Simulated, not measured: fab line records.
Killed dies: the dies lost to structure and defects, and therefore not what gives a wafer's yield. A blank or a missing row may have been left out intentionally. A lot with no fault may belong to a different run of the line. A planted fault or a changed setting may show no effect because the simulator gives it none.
What tool caused it? / flow sky130 / 11 lots with 33 wafers sampled at 3 steps, on a route of 708 steps

## WHAT THE GAUGES SHOWED, per wafer
SKY_SONOS_ONO_THK_MEAS_01.
lot=L800; measured=day 11 23:02; on=film_metro-03; SONOS_ONO_OXIDATION_THK (nm)=2.63 2.59 2.59
lot=L801; measured=day 12 01:45; on=film_metro-03; SONOS_ONO_OXIDATION_THK (nm)=2.58 2.64 2.63
lot=L802; measured=day 12 11:01; on=film_metro-04; SONOS_ONO_OXIDATION_THK (nm)=2.50 2.62 2.60
lot=L803; measured=day 12 17:09; on=film_metro-04; SONOS_ONO_OXIDATION_THK (nm)=2.59 2.61 2.54
lot=L805; measured=day 13 11:53; on=film_metro-04; SONOS_ONO_OXIDATION_THK (nm)=2.62 2.63 2.61
lot=L809; measured=day 15 01:18; on=film_metro-01; SONOS_ONO_OXIDATION_THK (nm)=3.76 3.75 3.81 3.81 3.76 3.76
lot=L810; measured=day 15 06:50; on=film_metro-03; SONOS_ONO_OXIDATION_THK (nm)=3.79 3.71 3.76 3.78 3.75 3.74
lot=L812; measured=day 15 17:10; on=film_metro-03; SONOS_ONO_OXIDATION_THK (nm)=3.71 3.72 3.74 3.67 3.69 3.71
lot=L817; measured=day 17 07:10; on=film_metro-04; SONOS_ONO_OXIDATION_THK (nm)=2.64 2.55 2.57
lot=L821; measured=day 18 22:42; on=film_metro-03; SONOS_ONO_OXIDATION_THK (nm)=2.53 2.59 2.57
lot=L822; measured=day 19 07:56; on=film_metro-04; SONOS_ONO_OXIDATION_THK (nm)=2.60 2.58 2.59

## TOOL THAT RAN EACH LOT (tool first, then ch and the chambers of the sampled wafers, then the start)
lot=L800; SKY_VT_ADJUST_HVTP_STRIP_10=plasma_asher-01 ch 0,1, day 6 12:09; SKY_SONOS_ONO_OXIDATION_00=furnace-02 ch 0, day 11 21:40
lot=L801; SKY_VT_ADJUST_HVTP_STRIP_10=plasma_asher-01 ch 0,1, day 6 13:02; SKY_SONOS_ONO_OXIDATION_00=furnace-02 ch 0, day 12 00:25
lot=L802; SKY_VT_ADJUST_HVTP_STRIP_10=plasma_asher-04 ch 0,1, day 6 21:24; SKY_SONOS_ONO_OXIDATION_00=furnace-01 ch 0, day 12 09:38
lot=L803; SKY_VT_ADJUST_HVTP_STRIP_10=plasma_asher-02 ch 0,1, day 7 01:44; SKY_SONOS_ONO_OXIDATION_00=furnace-01 ch 0, day 12 15:49
lot=L805; SKY_VT_ADJUST_HVTP_STRIP_10=plasma_asher-02 ch 0,1, day 7 15:32; SKY_SONOS_ONO_OXIDATION_00=furnace-01 ch 0, day 13 10:32
lot=L809; SKY_VT_ADJUST_HVTP_STRIP_10=plasma_asher-04 ch 0,1, day 8 17:07; SKY_SONOS_ONO_OXIDATION_00=furnace-02 ch 0, day 14 23:57
lot=L810; SKY_VT_ADJUST_HVTP_STRIP_10=plasma_asher-01 ch 0,1, day 9 02:25; SKY_SONOS_ONO_OXIDATION_00=furnace-02 ch 0, day 15 05:29
lot=L812; SKY_VT_ADJUST_HVTP_STRIP_10=plasma_asher-04 ch 0,1, day 9 11:17; SKY_SONOS_ONO_OXIDATION_00=furnace-02 ch 0, day 15 15:48
lot=L817; SKY_VT_ADJUST_HVTP_STRIP_10=plasma_asher-04 ch 0,1, day 10 18:37; SKY_SONOS_ONO_OXIDATION_00=furnace-01 ch 0, day 17 05:49
lot=L821; SKY_VT_ADJUST_HVTP_STRIP_10=plasma_asher-01 ch 0,1, day 12 00:50; SKY_SONOS_ONO_OXIDATION_00=furnace-02 ch 0, day 18 21:20
lot=L822; SKY_VT_ADJUST_HVTP_STRIP_10=plasma_asher-02 ch 0,1, day 12 07:36; SKY_SONOS_ONO_OXIDATION_00=furnace-01 ch 0, day 19 06:35
- SKY_VT_ADJUST_HVTP_STRIP_10: strips in O2/N2.
- SKY_SONOS_ONO_OXIDATION_00: stabilise 600 s, purge 300 s, target thk 2.6 nm.

## THE ANSWER, worked out from the rows above alone
Rule: the lots themselves supply what counts as usual. Put in order of their means at a reading, lots are off if they are a third of the lots or fewer, leave a main group of 4 or more, and stand apart from it by a gap of 3 or more times the standard deviation of the main group's means; of several such gaps the widest counts. A main group is skipped when, at the precision printed for the reading in the tables above, its means are all equal. Also off: a lot with no number at a reading for which 4 or more lots have one. All remaining lots with rows at the step are treated as sound.
Off: at SKY_SONOS_ONO_THK_MEAS_01 (SONOS_ONO_OXIDATION_THK), L809, L810, L812. The main group has a mean of 2.59 nm with a standard deviation of 0.019.
If a tool, at a process step before that reading, ran all the lots that are off and no sound lot after the first of them, it fits. The gauges at SKY_SONOS_ONO_THK_MEAS_01 are tried like those tools. None of those tried fits.

## WHAT WAS PUT IN BY THE SIMULATOR
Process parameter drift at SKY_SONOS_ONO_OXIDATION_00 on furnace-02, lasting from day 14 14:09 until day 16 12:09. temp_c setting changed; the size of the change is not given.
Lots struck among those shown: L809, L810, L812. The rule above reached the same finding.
